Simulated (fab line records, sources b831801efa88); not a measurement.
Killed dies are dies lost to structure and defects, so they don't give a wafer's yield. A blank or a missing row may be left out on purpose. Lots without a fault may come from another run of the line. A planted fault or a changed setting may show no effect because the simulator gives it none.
Which tool did it? | flow sky130 | 13 lots, 39 wafers sampled, at 4 steps of a route of 708

WHAT THE GAUGES READ, wafer by wafer
SKY_PASSIVATION_THK_MEAS_01. Usual: PASSIVATION_CVD_00_THK 89.7 nm, standard deviation 1.1.
lot  | measured     | on            | PASSIVATION_CVD_00_THK (nm) | flag
L162 | day 43 23:22 | film_metro-04 | 90.0 90.3 91.4              |
L163 | day 44 11:15 | film_metro-01 | 88.4 91.1 89.8              |
L165 | day 45 01:31 | film_metro-04 | 89.3 89.5 91.3              |
L166 | day 45 14:22 | film_metro-01 | 89.8 89.5 89.5              |
L167 | day 45 21:53 | film_metro-04 | 88.2 89.2 88.3              |
L168 | day 46 02:38 | film_metro-03 | 88.2 90.0 90.5              |
L169 | day 46 01:31 | film_metro-01 | 89.2 87.7 90.2              |
L170 | day 46 10:15 | film_metro-03 | 89.9 90.9 91.8              |
L175 | day 47 16:13 | film_metro-04 | 90.5 87.8 89.9              |
L176 | day 47 18:38 | film_metro-04 | 88.3 88.7 89.7              |
L182 | day 48 23:43 | film_metro-01 | 88.7 90.7 90.0              |
L184 | day 49 09:28 | film_metro-04 | 89.3 89.7 89.7              |
L185 | day 49 12:35 | film_metro-01 | 89.0 90.9 90.9              |

WHICH TOOL RAN EACH LOT (tool, then ch and the chambers of the sampled wafers, then the start)
lot  | SKY_POLY_GATE_STRIP_18               | SKY_VIA4_CMP_21               | SKY_METAL5_SPUTTER_02
L162 | plasma_asher-04 ch 0,1, day 16 00:56 | cmp-02 ch 1,2, day 42 21:52   | pvd_sputter-01, day 42 22:10
L163 | plasma_asher-04 ch 1, day 16 17:00   | cmp-01 ch 1,3, day 43 10:53   | pvd_sputter-01, day 43 11:11
L165 | plasma_asher-03 ch 0, day 17 12:38   | cmp-02 ch 1,2, day 44 02:38   | pvd_sputter-04, day 44 02:56
L166 | plasma_asher-04 ch 0,1, day 18 04:40 | cmp-02 ch 0,1,3, day 44 15:31 | pvd_sputter-01, day 44 15:42
L167 | plasma_asher-01 ch 0,1, day 18 16:06 | cmp-02 ch 1,2,3, day 44 23:01 | pvd_sputter-02, day 44 23:15
L168 | plasma_asher-04 ch 0,1, day 19 01:41 | cmp-01 ch 1,2, day 45 03:40   | pvd_sputter-02, day 45 03:58
L169 | plasma_asher-03 ch 0,1, day 19 02:02 | cmp-01 ch 0,1,3, day 45 02:28 | pvd_sputter-01, day 45 02:48
L170 | plasma_asher-04 ch 0, day 19 11:38   | cmp-02 ch 0,1,3, day 45 12:01 | pvd_sputter-04, day 45 12:15
L175 | plasma_asher-03 ch 0,1, day 21 08:36 | cmp-01 ch 0,2,3, day 46 19:41 | pvd_sputter-04, day 46 19:59
L176 | plasma_asher-03 ch 1, day 21 15:21   | cmp-01 ch 0,2,3, day 46 21:11 | pvd_sputter-04, day 46 21:29
L182 | plasma_asher-01 ch 0,1, day 23 15:06 | cmp-01 ch 1,3, day 48 04:01   | pvd_sputter-01, day 48 04:18
L184 | plasma_asher-04 ch 0,1, day 24 07:11 | cmp-01 ch 1,2,3, day 48 13:40 | pvd_sputter-02, day 48 14:00
L185 | plasma_asher-01 ch 0,1, day 24 17:47 | cmp-01 ch 0,1,3, day 48 17:36 | pvd_sputter-02, day 48 17:48
- SKY_POLY_GATE_STRIP_18: strips in O2/N2.
- SKY_VIA4_CMP_21: polishes, stops on SiO2, t overpolish 25 s, target thk 0 nm.
- SKY_METAL5_SPUTTER_02: material AlCu, target thk 1150 nm, time 61.2 s.

WHAT THE TOOLS THEMSELVES READ (means of the sampled wafers that have a number; where no wafer has one, the mark that the record gives instead)
SKY_POLY_GATE_STRIP_18. Usual: drypump_motor_current_A 5.8 A, standard deviation 0.38; o2_flow_sccm 2998 sccm, standard deviation 8.9; oes_product_au 0.361 a.u., standard deviation 0.0046; strip_time_to_endpoint_s 3.16 s, standard deviation 0.042.
lot  | tool            | drypump_motor_current_A (A) | o2_flow_sccm (sccm) | oes_product_au (a.u.) | strip_time_to_endpoint_s (s) | flag
L162 | plasma_asher-04 | 5.8                         | 3001                | 0.367                 | 3.20                         |
L163 | plasma_asher-04 | 6.0                         | 2993                | 0.362                 | 3.18                         |
L165 | plasma_asher-03 | 5.1                         | 2998                | 0.364                 | 3.23                         |
L166 | plasma_asher-04 | 5.8                         | 2997                | 0.364                 | 3.15                         |
L167 | plasma_asher-01 | 6.1                         | 2997                | 0.358                 | 3.13                         |
L168 | plasma_asher-04 | 5.8                         | 3006                | 0.362                 | 3.21                         |
L169 | plasma_asher-03 | 5.7                         | 2982                | 0.364                 | 3.12                         |
L170 | plasma_asher-04 | 5.6                         | 3003                | 0.358                 | 3.17                         |
L175 | plasma_asher-03 | 5.7                         | 2984                | 0.363                 | 3.16                         |
L176 | plasma_asher-03 | 6.0                         | 3014                | 0.362                 | 3.17                         |
L182 | plasma_asher-01 | 6.1                         | 2998                | 0.358                 | 3.15                         |
L184 | plasma_asher-04 | 5.7                         | 2998                | 0.362                 | 3.20                         |
L185 | plasma_asher-01 | 6.1                         | 2996                | 0.362                 | 3.22                         |

SKY_VIA4_CMP_21. Usual: motor_current_A 10.5 A, standard deviation 1; overpolish_run_s 25.000 s, standard deviation 0.0084; time_to_endpoint_s 124 s, standard deviation 5.3.
lot  | tool   | motor_current_A (A) | overpolish_run_s (s) | time_to_endpoint_s (s) | flag
L162 | cmp-02 | 11.2                | 25.002               | 131                    |
L163 | cmp-01 | 10.1                | 25.000               | 112                    |
L165 | cmp-02 | 11.7                | 25.006               | 126                    |
L166 | cmp-02 | 11.4                | 25.006               | 121                    |
L167 | cmp-02 | 10.4                | 24.998               | 127                    |
L168 | cmp-01 | 9.9                 | 24.996               | 126                    |
L169 | cmp-01 | 10.5                | 25.008               | 122                    |
L170 | cmp-02 | 11.2                | 24.994               | 125                    |
L175 | cmp-01 | 10.0                | 25.006               | 121                    |
L176 | cmp-01 | 10.0                | 25.007               | 127                    |
L182 | cmp-01 | 10.4                | 24.998               | 124                    |
L184 | cmp-01 | 10.0                | 24.992               | 128                    |
L185 | cmp-01 | 10.1                | 25.006               | 124                    |

SKY_METAL5_SPUTTER_02. Usual: throttle_valve_pct 29.6 %, standard deviation 0.89.
lot  | tool           | throttle_valve_pct (%) | flag
L162 | pvd_sputter-01 | 29.8                   |
L163 | pvd_sputter-01 | 28.5                   |
L165 | pvd_sputter-04 | 31.1                   |
L166 | pvd_sputter-01 | 28.9                   |
L167 | pvd_sputter-02 | 29.8                   |
L168 | pvd_sputter-02 | 29.2                   |
L169 | pvd_sputter-01 | 28.7                   |
L170 | pvd_sputter-04 | 30.4                   |
L175 | pvd_sputter-04 | 30.2                   |
L176 | pvd_sputter-04 | 31.0                   |
L182 | pvd_sputter-01 | 29.1                   |
L184 | pvd_sputter-02 | 29.7                   |
L185 | pvd_sputter-02 | 29.4                   |

THE ANSWER, worked out from the rows above alone
Rule: a lot is off if the mean of its wafers that have a number lies more than 3 standard deviations from the usual mean. A lot without any number at a reading at which 4 lots or more have one is off too. The other lots that the step has rows for count as sound. The gauges are gone through in route order, then the tools' own readings, and for those a lot's mean is taken as printed above. The first step at which some lot is off is used, and at that step the reading that is off furthest; a lot without a number counts as furthest.
No lot is off at any reading shown: from this, nothing can be told.

WHAT THE SIMULATOR HAD PUT IN
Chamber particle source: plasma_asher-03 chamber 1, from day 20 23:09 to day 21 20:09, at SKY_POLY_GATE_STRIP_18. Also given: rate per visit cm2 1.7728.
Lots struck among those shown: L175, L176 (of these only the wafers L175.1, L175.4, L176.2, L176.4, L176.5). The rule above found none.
